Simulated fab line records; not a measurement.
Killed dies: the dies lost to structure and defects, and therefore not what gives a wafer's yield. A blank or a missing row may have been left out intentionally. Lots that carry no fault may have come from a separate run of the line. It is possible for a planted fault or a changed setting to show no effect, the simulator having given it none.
fab line records ; flow gf180mcu
record lots=14; wafers=42; last_day=34
route steps=602 shown VT_IMPLANT@132 HV_LDD@197 V4@477
lots that met no fault: from a run of the same line without faults
start_h: hours from the record's opening day to when the first of the lot's shown wafers began ; wait_h: hours elapsed since this lot's preceding step ; " unchanged from the row above ; L1.1+2: a row that stands for several wafers ; - either no value or no given start ; * or withheld: withheld ; < > ~ a bound
route shown NAME@n: names a module that has steps shown in the file, with the first one's number in the route ; usual: mean/standard deviation taken from wafers without a fault ; same: alike in all rows ; chamber/n: place in a boat ; sites: each site's reading ; _std_site: their standard deviation ; _edge_site: inner sites' mean taken away from outer sites' mean ; radius_mm: how far each site lies from the wafer's centre ; mask NAME#n: copy n ; behind: the most recent tool/chamber to have shaped the wafer ; hold: cause of the lot's hold/its duration in hours/its outcome ; device: the transistor (n, p or np) that didn't switch ; end of line: the route-end tests of the same wafers ; for a step that has no rows: nothing shown but its recipe ; killed: dies lost to structure and defects at the first sort, not the wafer's yield ; map: a wafer's dies, x killed, . not, _ none there
set.NAME: setting as actually run; set.NAME@STEP: the setting as run at that earlier step ; model.NAME: the simulator's own value behind a step, which no gauge read
route steps across a sampled set of lots; one table per step, one row per wafer
services: when a tool's chamber went out of use (start_h, in hours from the record's first day, below 0 if earlier), for how many hours, and the reason
## steps
# step GF_VT_IMPLANT_STRIP_42
# recipe chemistry=O2/N2; power_w=1400; pressure_mtorr=1500; platen_temp_c=250; o2_flow_sccm=3000; n2_flow_sccm=300; overash_fraction=0.5
# usual chamber_pressure_mTorr=1499.9/1.4; drypump_motor_current_A=5.8/0.41; heater_power_w=332/47; oes_product_au=0.716/0.0042; strip_time_to_endpoint_s=12.64/0.031
lot.wafer;tool;chamber;start_h;wait_h;chamber_pressure_mTorr;drypump_motor_current_A;heater_power_w;oes_product_au;rf_hours_counter_h;strip_time_to_endpoint_s
L679.2;plasma_asher-04;0;159.42;0.1;1498.5;5.5;350;0.714;50;12.66
L679.4;plasma_asher-04;1;159.42;0.1;1500.9;6.3;273;0.719;-;12.67
L679.5;plasma_asher-04;0;159.42;0.1;1500.2;5.6;355;0.715;-;12.64
L680.1;plasma_asher-04;0;166.32;0.1;1500.8;5.6;350;0.712;51;12.67
L680.4;plasma_asher-04;0;166.32;0.1;1501.6;5.5;347;0.713;-;12.65
L680.6;plasma_asher-04;0;166.32;0.1;1500.7;5.6;343;0.717;-;12.64
L682.2;plasma_asher-02;0;178.37;0.1;1501.1;5.9;403;0.718;7;12.67
L682.4;plasma_asher-02;1;178.37;0.1;1500.9;6.2;288;0.719;-;12.68
L682.6;plasma_asher-02;0;178.37;0.1;1499.7;5.9;410;0.717;-;12.69
L683.3;plasma_asher-04;0;183.33;0.1;1500.8;5.6;349;0.711;-;12.64
L683.4;plasma_asher-04;1;183.33;0.1;1497.5;6.2;264;0.717;-;12.65
L683.5;plasma_asher-04;1;183.33;0.1;1499.9;6.2;275;0.718;-;12.65
L684.1;plasma_asher-02;1;194.27;0.1;1499.0;6.2;295;0.722;8;12.63
L684.5;plasma_asher-02;1;194.27;0.1;1499.7;6.2;287;0.713;-;12.58
L684.6;plasma_asher-02;0;194.27;0.1;1502.1;5.9;404;0.713;-;12.60
L685.2;plasma_asher-03;0;210.19;0.1;1501.7;5.4;351;0.717;58;12.59
L685.4;plasma_asher-03;1;210.19;0.1;1501.4;5.1;361;0.709;-;12.58
L685.5;plasma_asher-03;1;210.19;0.1;1500.6;5.1;359;0.707;-;12.59
L688.1;plasma_asher-03;1;235.14;0.1;1500.3;5.1;355;0.721;60;12.62
L688.3;plasma_asher-03;0;235.14;0.1;1499.2;5.5;342;0.723;-;12.66
L688.6;plasma_asher-03;1;235.14;0.1;1495.9;5.1;355;0.715;-;12.68
L691.1;plasma_asher-02;0;247.24;0.1;1500.8;5.9;415;0.719;14;12.67
L691.4;plasma_asher-02;0;247.24;0.1;1499.8;5.9;409;0.718;-;12.69
L691.5;plasma_asher-02;0;247.24;0.1;1498.5;5.9;411;0.715;-;12.67
L693.2;plasma_asher-04;0;255.27;0.1;1498.6;5.6;347;0.717;60;12.67
L693.3;plasma_asher-04;1;255.27;0.1;1500.6;6.2;270;0.719;-;12.65
L693.5;plasma_asher-04;1;255.27;0.1;1498.9;6.2;270;0.713;-;12.67
L695.1;plasma_asher-02;0;266.84;0.1;1500.9;5.9;415;0.719;17;12.64
L695.2;plasma_asher-02;1;266.84;0.1;1500.9;6.2;286;0.716;17;12.65
L695.5;plasma_asher-02;1;266.84;0.1;1497.6;6.2;287;0.717;-;12.63
L697.1;plasma_asher-02;1;290.37;0.1;1503.5;6.2;301;0.715;20;12.64
L697.5;plasma_asher-02;1;290.37;0.1;1501.5;6.2;289;0.707;-;12.66
L697.6;plasma_asher-02;0;290.37;0.1;1497.8;5.9;413;0.714;-;12.63
L698.2;plasma_asher-03;0;298.86;0.1;1501.3;5.4;350;0.716;67;12.66
L698.5;plasma_asher-03;0;298.86;0.1;1499.1;5.5;347;0.720;-;12.63
L698.6;plasma_asher-03;1;298.86;0.1;1499.5;5.1;362;0.717;-;12.65
L699.2;plasma_asher-04;0;306.89;0.1;1503.0;5.6;345;0.710;64;12.62
L699.4;plasma_asher-04;1;306.89;0.1;1500.6;6.2;275;0.718;-;12.58
L699.6;plasma_asher-04;1;306.89;0.1;1500.0;6.2;270;0.718;-;12.59
L700.3;plasma_asher-02;0;307.70;0.1;1499.4;5.9;414;0.722;-;12.57
L700.4;plasma_asher-02;1;307.70;0.1;1501.8;6.2;286;0.715;-;12.62
L700.5;plasma_asher-02;0;307.70;0.1;1500.8;6.0;422;0.713;-;12.60
# step GF_HV_LDD_IMPLANT_21
# recipe species=BF2; energy_kev=25; dose_cm2=5e+13; tilt_deg=7
lot.wafer;tool;chamber;start_h;wait_h
L679.2+4+5;implanter-02;0;236.46;0.0
L680.1+4+6;implanter-03;0;244.88;0.0
L682.2+4+6;implanter-03;0;256.21;0.0
L683.3+4+5;implanter-01;0;263.13;0.1
L684.1+5+6;implanter-03;0;275.33;0.0
L684.1+5+6;implanter-03;0;275.65;0.3
L685.2+4+5;implanter-01;0;294.37;0.0
L688.1+3+6;implanter-01;0;324.44;0.0
L691.1+4+5;implanter-01;0;335.09;0.0
L691.1+4+5;implanter-01;0;335.40;0.3
L693.2+3+5;implanter-01;0;344.23;0.0
L695.1+2+5;implanter-01;0;357.50;0.0
L697.1+5+6;implanter-01;0;382.29;0.0
L698.2+5+6;implanter-01;0;393.31;0.0
L700.3+4+5;implanter-03;0;403.85;0.1
L699.2+4+6;implanter-01;0;404.26;0.0
# step GF_HV_LDD_TW_MEAS_23
# usual HV_LDD_2_TW=1060/8.4
lot.wafer;tool;chamber;start_h;wait_h;HV_LDD_2_TW
L679.2;film_metro-04;-;236.70;0.1;1062
L679.4;film_metro-04;-;236.70;0.1;1055
L679.5;film_metro-04;-;236.70;0.1;1060
L680.1;film_metro-04;-;245.13;0.1;1063
L680.4;film_metro-04;-;245.13;0.1;1061
L680.6;film_metro-04;-;245.13;0.1;1063
L682.2;film_metro-01;-;256.44;0.1;1068
L682.4;film_metro-01;-;256.44;0.1;1068
L682.6;film_metro-01;-;256.44;0.1;1071
L683.3;film_metro-01;-;263.35;0.1;1070
L683.4;film_metro-01;-;263.35;0.1;1066
L683.5;film_metro-01;-;263.35;0.1;1071
L684.1;film_metro-04;-;275.90;0.1;1314
L684.5;film_metro-04;-;275.90;0.1;1310
L684.6;film_metro-04;-;275.90;0.1;1311
L685.2;film_metro-03;-;294.61;0.1;1072
L685.4;film_metro-03;-;294.61;0.1;1064
L685.5;film_metro-03;-;294.61;0.1;1066
L688.1;film_metro-04;-;324.69;0.1;1038
L688.3;film_metro-04;-;324.69;0.1;1045
L688.6;film_metro-04;-;324.69;0.1;1043
L691.1;film_metro-03;-;335.70;0.1;1313
L691.4;film_metro-03;-;335.70;0.1;1321
L691.5;film_metro-03;-;335.70;0.1;1312
L693.2;film_metro-01;-;344.46;0.1;1065
L693.3;film_metro-01;-;344.46;0.1;1068
L693.5;film_metro-01;-;344.46;0.1;1069
L695.1;film_metro-01;-;357.75;0.1;1069
L695.2;film_metro-01;-;357.75;0.1;1069
L695.5;film_metro-01;-;357.75;0.1;1067
L697.1;film_metro-01;-;382.54;0.1;1069
L697.5;film_metro-01;-;382.54;0.1;1066
L697.6;film_metro-01;-;382.54;0.1;1067
L698.2;film_metro-03;-;393.54;0.1;1059
L698.5;film_metro-03;-;393.54;0.1;1062
L698.6;film_metro-03;-;393.54;0.1;1053
L700.3;film_metro-01;-;404.07;0.1;1062
L700.4;film_metro-01;-;404.07;0.1;1058
L700.5;film_metro-01;-;404.07;0.1;1062
L699.2;film_metro-01;-;404.49;0.1;1065
L699.4;film_metro-01;-;404.49;0.1;1064
L699.6;film_metro-01;-;404.49;0.1;1062
# step GF_HV_LDD_TW_MEAS_38
# usual HV_LDD_3_TW=1437/15
lot.wafer;tool;chamber;start_h;wait_h;HV_LDD_3_TW
L679.2;film_metro-01;-;256.01;0.1;1456
L679.4;film_metro-01;-;256.01;0.1;1453
L679.5;film_metro-01;-;256.01;0.1;1447
L680.1;film_metro-03;-;264.65;0.1;1452
L680.4;film_metro-03;-;264.65;0.1;1453
L680.6;film_metro-03;-;264.65;0.1;1448
L682.2;film_metro-01;-;275.95;0.1;1455
L682.4;film_metro-01;-;275.95;0.1;1452
L682.6;film_metro-01;-;275.95;0.1;1441
L683.3;film_metro-03;-;283.60;0.1;1455
L683.4;film_metro-03;-;283.60;0.1;1454
L683.5;film_metro-03;-;283.60;0.1;1452
L684.1;film_metro-03;-;295.66;0.1;1454
L684.5;film_metro-03;-;295.66;0.1;1450
L684.6;film_metro-03;-;295.66;0.1;1448
L685.2;film_metro-03;-;315.15;0.1;1439
L685.4;film_metro-03;-;315.15;0.1;1437
L685.5;film_metro-03;-;315.15;0.1;1437
L688.1;film_metro-01;-;346.65;0.1;1452
L688.3;film_metro-01;-;346.65;0.1;1459
L688.6;film_metro-01;-;346.65;0.1;1451
L691.1;film_metro-04;-;357.90;0.1;1423
L691.4;film_metro-04;-;357.90;0.1;1418
L691.5;film_metro-04;-;357.90;0.1;1415
L693.2;film_metro-04;-;366.84;0.1;1412
L693.3;film_metro-04;-;366.84;0.1;1415
L693.5;film_metro-04;-;366.84;0.1;1413
L695.1;film_metro-04;-;379.98;0.1;1421
L695.2;film_metro-04;-;379.98;0.1;1418
L695.5;film_metro-04;-;379.98;0.1;1419
L697.1;film_metro-03;-;405.99;0.1;1446
L697.5;film_metro-03;-;405.99;0.1;1448
L697.6;film_metro-03;-;405.99;0.1;1453
L698.2;film_metro-04;-;417.39;0.1;1420
L698.5;film_metro-04;-;417.39;0.1;1421
L698.6;film_metro-04;-;417.39;0.1;1420
L700.3;film_metro-03;-;428.62;0.1;1451
L700.4;film_metro-03;-;428.62;0.1;1446
L700.5;film_metro-03;-;428.62;0.1;1445
L699.2;film_metro-04;-;428.84;0.1;1426
L699.4;film_metro-04;-;428.84;0.1;1418
L699.6;film_metro-04;-;428.84;0.1;1421
# step GF_V4_THK_MEAS_01
# recipe reads=SiO2_of_V4_CVD_00
# usual V4_CVD_00_THK=601/5.3
lot.wafer;tool;chamber;start_h;wait_h;V4_CVD_00_THK[nm]
L679.2;film_metro-03;-;538.52;0.0;614
L679.4;film_metro-03;-;538.52;0.0;599
L679.5;film_metro-03;-;538.52;0.0;611
L680.1;film_metro-04;-;551.36;0.0;600
L680.4;film_metro-04;-;551.36;0.0;607
L680.6;film_metro-04;-;551.36;0.0;599
L682.2;film_metro-03;-;561.99;0.0;602
L682.4;film_metro-03;-;561.99;0.0;600
L682.6;film_metro-03;-;561.99;0.0;599
L683.3;film_metro-01;-;568.40;0.1;609
L683.4;film_metro-01;-;568.40;0.1;605
L683.5;film_metro-01;-;568.40;0.1;601
L684.1;film_metro-03;-;582.19;0.0;599
L684.5;film_metro-03;-;582.19;0.0;613
L684.6;film_metro-03;-;582.19;0.0;604
L685.2;film_metro-03;-;603.59;0.0;605
L685.4;film_metro-03;-;603.59;0.0;607
L685.5;film_metro-03;-;603.59;0.0;612
L688.1;film_metro-01;-;635.55;0.0;602
L688.3;film_metro-01;-;635.55;0.0;605
L688.6;film_metro-01;-;635.55;0.0;603
L691.1;film_metro-01;-;645.44;0.0;592
L691.4;film_metro-01;-;645.44;0.0;599
L691.5;film_metro-01;-;645.44;0.0;599
L693.2;film_metro-03;-;654.26;0.0;600
L693.3;film_metro-03;-;654.26;0.0;589
L693.5;film_metro-03;-;654.26;0.0;595
L695.1;film_metro-03;-;667.36;0.0;596
L695.2;film_metro-03;-;667.36;0.0;599
L695.5;film_metro-03;-;667.36;0.0;597
L697.1;film_metro-04;-;689.36;0.0;598
L697.5;film_metro-04;-;689.36;0.0;587
L697.6;film_metro-04;-;689.36;0.0;591
L698.2;film_metro-04;-;696.95;0.0;592
L698.5;film_metro-04;-;696.95;0.0;598
L698.6;film_metro-04;-;696.95;0.0;602
L700.3;film_metro-03;-;703.84;0.1;598
L700.4;film_metro-03;-;703.84;0.1;605
L700.5;film_metro-03;-;703.84;0.1;605
L699.2;film_metro-01;-;704.34;0.0;600
L699.4;film_metro-01;-;704.34;0.0;602
L699.6;film_metro-01;-;704.34;0.0;600
## services
tool;chamber;start_h;hours;kind
implanter-03;-;152.34;10.7;pm
implanter-01;-;154.39;5.4;repair
implanter-02;-;173.58;3.9;repair
implanter-03;-;186.47;2.9;pm
implanter-01;-;215.64;3.8;pm
implanter-01;-;238.14;1.6;repair
plasma_asher-04;-;261.45;0.7;repair
implanter-03;-;262.80;3.1;repair
plasma_asher-04;-;276.04;14.6;pm
implanter-03;-;278.33;3.3;repair
implanter-01;-;310.66;1.8;repair
implanter-01;-;318.65;1.7;repair
implanter-03;-;321.72;3.0;pm
implanter-01;-;397.16;6.8;repair
## key
first_sign step=GF_HV_LDD_IMPLANT_21; reading=visit; direction=added
effect step=GF_HV_LDD_TW_MEAS_23; reading=HV_LDD_2_TW; direction=up; sigmas=30; usual=1060; struck=1313
met_at GF_HV_LDD_IMPLANT_21
struck_lots L684,L691
tester_left_out L684,L691
not_acting_at GF_VT_IMPLANT_STRIP_42,GF_HV_LDD_TW_MEAS_38,GF_V4_THK_MEAS_01
fault kind=repeated_step_whole; tool=implanter-01,implanter-02,implanter-03; chamber=-; onset_h=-; steps=GF_HV_LDD_IMPLANT_21; times=1; scope=struck_lots_only
# tester_left_out: of these lots the tester's yield and bins aren't shown, on N5 and GAA mostly nor the transistor test; their killed dies are dies lost to structure and defects alone, not to doping, threshold or leakage, so they don't give the yield
